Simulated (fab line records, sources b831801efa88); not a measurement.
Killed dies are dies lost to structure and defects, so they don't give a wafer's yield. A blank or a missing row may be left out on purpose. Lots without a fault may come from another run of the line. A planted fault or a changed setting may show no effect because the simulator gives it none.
Chamber matching | flow sky130 | SKY_VIA4_ETCH_12 on rie_diel-04: 4 sister chambers
The step etches SiO2 in C4F8/O2/Ar, stops on TiN, target depth 580 nm. 16 wafers are shown with their chamber, then 8 later ones without.

WAFERS WITH THEIR CHAMBER
wafer  | chamber | oes_product_au (a.u.)
L076.3 | 2       | 0.927
L076.5 | 2       | 0.927
L076.6 | 1       | 0.930
L081.1 | 0       | 0.925
L081.2 | 3       | 0.925
L081.3 | 1       | 0.920
L083.4 | 2       | 0.926
L083.5 | 0       | 0.927
L083.6 | 1       | 0.931
L086.1 | 3       | 0.914
L086.2 | 2       | 0.927
L086.5 | 1       | 0.929
L085.3 | 3       | 0.935
L085.4 | 1       | 0.913
L085.5 | 0       | 0.918
L087.2 | 2       | 0.923

SIGNATURES (means of the wafers above)
reading        | chamber 0 | chamber 1 | chamber 2 | chamber 3 | scatter within a chamber
oes_product_au | 0.92333   | 0.92460   | 0.92600   | 0.92467   | 0.0066
Rule: a wafer's distance from a chamber is the root of the sum, over the readings, of the square of ((its reading less the chamber's mean) divided by the reading's scatter). The wafer belongs to the nearest chamber; if the next one is less than 2 further off, it can't be placed. The scatter: the root of (the sum of the squares of (reading less its chamber's mean) over the shown wafers, divided by (wafers less chambers)).

WAFERS WITHOUT THEIR CHAMBER
wafer  | oes_product_au (a.u.)
L087.3 | 0.925
L087.5 | 0.924
L092.2 | 0.926
L092.4 | 0.928
L092.6 | 0.918
L093.2 | 0.927
L093.3 | 0.928
L093.4 | 0.922

WHICH CHAMBER EACH WENT THROUGH
wafer  | from the rows above               | in truth
L087.3 | can't be placed: 3 or 1 or 2 or 0 | 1
L087.5 | can't be placed: 1 or 0 or 3 or 2 | 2
L092.2 | can't be placed: 2 or 3 or 1 or 0 | 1
L092.4 | can't be placed: 2 or 3 or 1 or 0 | 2
L092.6 | can't be placed: 0 or 1 or 3 or 2 | 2
L093.2 | can't be placed: 2 or 3 or 1 or 0 | 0
L093.3 | can't be placed: 2 or 3 or 1 or 0 | 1
L093.4 | can't be placed: 0 or 1 or 3 or 2 | 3
Placed correctly: 0 of 8. Can't be placed from these rows: 8 (the true chamber is among the candidates in 8). Placed wrongly: 0.
